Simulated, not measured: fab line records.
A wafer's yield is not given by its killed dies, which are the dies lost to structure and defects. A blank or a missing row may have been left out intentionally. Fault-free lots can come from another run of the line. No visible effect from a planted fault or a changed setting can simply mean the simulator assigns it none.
Which tool did it? | flow gf180mcu | 12 lots with 36 wafers sampled at 5 steps, on a route of 602 steps

WHAT THE GAUGES READ, wafer by wafer
GF_POLY_GATE_CD_MEAS_18. Usual: 279.4 nm for cdNm, sd 1.9.
lot  | measured     | on       | cdNm (nm)         | flag
L237 | day 9 15:52  | cdSem-01 | 278.8 275.2 279.3 | 
L238 | day 9 23:05  | cdSem-02 | 277.5 278.9 279.1 | 
L239 | day 10 03:35 | cdSem-01 | 280.2 278.3 276.8 | 
L240 | day 10 14:19 | cdSem-01 | 278.6 276.5 278.4 | 
L242 | day 11 02:04 | cdSem-02 | 277.3 278.4 279.3 | 
L244 | day 11 15:00 | cdSem-02 | 277.7 279.3 280.0 | 
L245 | day 12 00:01 | cdSem-01 | 277.4 278.9 278.2 | 
L248 | day 12 21:18 | cdSem-02 | 279.1 280.1 280.5 | 
L250 | day 13 10:11 | cdSem-02 | 280.2 280.1 282.3 | 
L254 | day 14 17:09 | cdSem-01 | 281.6 280.0 280.4 | 
L258 | day 15 18:19 | cdSem-02 | 281.0 282.1 280.1 | 
L259 | day 16 03:58 | cdSem-02 | 279.0 279.3 278.6 | 

GF_HV_LDD_TW_MEAS_38. Usual: HV_LDD_3_TW typically reads 1430, with standard deviation 8.
lot  | measured     | on           | HV_LDD_3_TW    | flag
L237 | day 11 23:37 | filmMetro-03 | 1433 1432 1440 | 
L238 | day 12 09:15 | filmMetro-01 | 1428 1424 1424 | 
L239 | day 12 13:19 | filmMetro-04 | 1438 1430 1438 | 
L240 | day 13 01:34 | filmMetro-04 | 1428 1441 1437 | 
L242 | day 13 14:07 | filmMetro-03 | 1437 1446 1441 | 
L244 | day 14 03:17 | filmMetro-01 | 1429 1417 1430 | 
L245 | day 14 13:33 | filmMetro-04 | 1425 1424 1429 | 
L248 | day 15 12:25 | filmMetro-04 | 1534 1552 1543 | OFF
L250 | day 16 10:43 | filmMetro-01 | 1428 1423 1415 | 
L254 | day 17 14:08 | filmMetro-03 | 1532 1534 1538 | OFF
L258 | day 18 15:02 | filmMetro-01 | 1428 1434 1426 | 
L259 | day 19 03:20 | filmMetro-04 | 1435 1448 1436 | 

GF_HV_LDD_RS_MEAS_53: measurement is done with a four-point probe. Usual: HV_LDD_RS typically reads 418.3 ohm/sq, with standard deviation 0.95.
lot  | measured     | on           | HV_LDD_RS (ohm/sq) | flag
L237 | day 12 19:07 | filmMetro-01 | 418.3 418.1 418.7  | 
L238 | day 13 05:17 | filmMetro-04 | 417.7 417.8 417.4  | 
L239 | day 13 09:14 | filmMetro-03 | 418.1 416.3 418.2  | 
L240 | day 13 21:43 | filmMetro-04 | 419.7 419.2 420.3  | 
L242 | day 14 11:13 | filmMetro-04 | 419.6 419.1 418.4  | 
L244 | day 15 00:29 | filmMetro-03 | 419.1 418.1 417.5  | 
L245 | day 15 11:32 | filmMetro-03 | 419.5 419.6 418.4  | 
L248 | day 16 10:40 | filmMetro-03 | 399.8 400.2 399.7  | OFF
L250 | day 17 10:19 | filmMetro-04 | 419.3 418.3 419.5  | 
L254 | day 18 13:31 | filmMetro-04 | 400.8 400.2 400.2  | OFF
L258 | day 19 15:34 | filmMetro-04 | 418.3 417.8 418.1  | 
L259 | day 20 03:25 | filmMetro-04 | 416.9 417.6 417.0  | 

TOOL THAT RAN EACH LOT (tool first, then ch and the chambers of the sampled wafers, then the start)
lot  | GF_POLY_GATE_ETCH_12              | GF_HV_LDD_IMPLANT_34
L237 | rieDiel-04 ch 0,1,2, day 9 13:05  | implanter-01 ch 0, day 11 23:05
L238 | rieDiel-01 ch 0,2, day 9 21:26    | implanter-04 ch 0, day 12 08:43
L239 | rieDiel-04 ch 0,3, day 10 01:59   | implanter-01 ch 0, day 12 12:46
L240 | rieDiel-01 ch 0,1,2, day 10 12:42 | implanter-04 ch 0, day 13 01:02
L242 | rieDiel-01 ch 0,1,3, day 10 23:11 | implanter-01 ch 0, day 13 13:36
L244 | rieDiel-01 ch 0,2,3, day 11 12:41 | implanter-02 ch 0, day 14 02:44
L245 | rieDiel-04 ch 0,3, day 11 22:21   | implanter-02 ch 0, day 14 13:01
L248 | rieDiel-04 ch 2,3, day 12 19:41   | implanter-01 ch 0, day 15 11:33
L250 | rieDiel-04 ch 1,2,3, day 13 06:29 | implanter-01 ch 0, day 16 03:00
L254 | rieDiel-04 ch 0,1,3, day 14 14:27 | implanter-04 ch 0, day 17 13:08
L258 | rieDiel-02 ch 0,1,3, day 15 16:45 | implanter-04 ch 0, day 18 14:29
L259 | rieDiel-01 ch 0,1,2, day 16 02:24 | implanter-01 ch 0, day 19 02:47
- GF_POLY_GATE_ETCH_12: etches BARC in N2/H2.
- GF_HV_LDD_IMPLANT_34

WHAT THE TOOLS THEMSELVES READ (means of the sampled wafers that have a number; where no wafer has one, the mark that the record gives instead)
GF_POLY_GATE_ETCH_12. Usual: drypumpMotorCurrentA 5.6 A, standard deviation 0.5; oesProductAu 0.735 a.u., standard deviation 0.0048; throttleValvePct 13.215 %, standard deviation 0.0096.
lot  | tool       | drypumpMotorCurrentA (A) | oesProductAu (a.u.) | throttleValvePct (%) | flag
L237 | rieDiel-04 | 5.7                      | 0.737               | 13.211               | 
L238 | rieDiel-01 | 5.5                      | 0.741               | 13.214               | 
L239 | rieDiel-04 | 5.2                      | 0.732               | 13.221               | 
L240 | rieDiel-01 | 5.3                      | 0.738               | 13.219               | 
L242 | rieDiel-01 | 5.4                      | 0.732               | 13.212               | 
L244 | rieDiel-01 | 5.7                      | 0.741               | 13.216               | 
L245 | rieDiel-04 | 5.2                      | 0.738               | 13.218               | 
L248 | rieDiel-04 | 5.6                      | 0.735               | 13.228               | 
L250 | rieDiel-04 | 5.8                      | 0.736               | 13.215               | 
L254 | rieDiel-04 | 5.5                      | 0.735               | 13.217               | 
L258 | rieDiel-02 | 5.8                      | 0.733               | 13.202               | 
L259 | rieDiel-01 | 5.2                      | 0.736               | 13.217               | 

THE ANSWER, worked out from the rows above alone
Rule: lot off if the mean of its wafers having a number is beyond 3 standard deviations from the usual mean. A lot without any number at a reading at which 4 lots or more have one is off too. The other lots that the step has rows for count as sound. First the gauges in route order, then the tools' own readings, where a lot's mean is used as printed above. The first step at which some lot is off is used, and at that step the reading that is off furthest; a lot without a number counts as furthest.
Off: L248, L254, at GF_HV_LDD_TW_MEAS_38 (HV_LDD_3_TW).
A tool fits if, at a process step before that reading, it ran every lot that is off, and no sound lot after the first of them. Gauges at GF_HV_LDD_TW_MEAS_38: tried the same way as those tools. No candidate that was tried fits.

WHAT WAS PUT IN BY THE SIMULATOR
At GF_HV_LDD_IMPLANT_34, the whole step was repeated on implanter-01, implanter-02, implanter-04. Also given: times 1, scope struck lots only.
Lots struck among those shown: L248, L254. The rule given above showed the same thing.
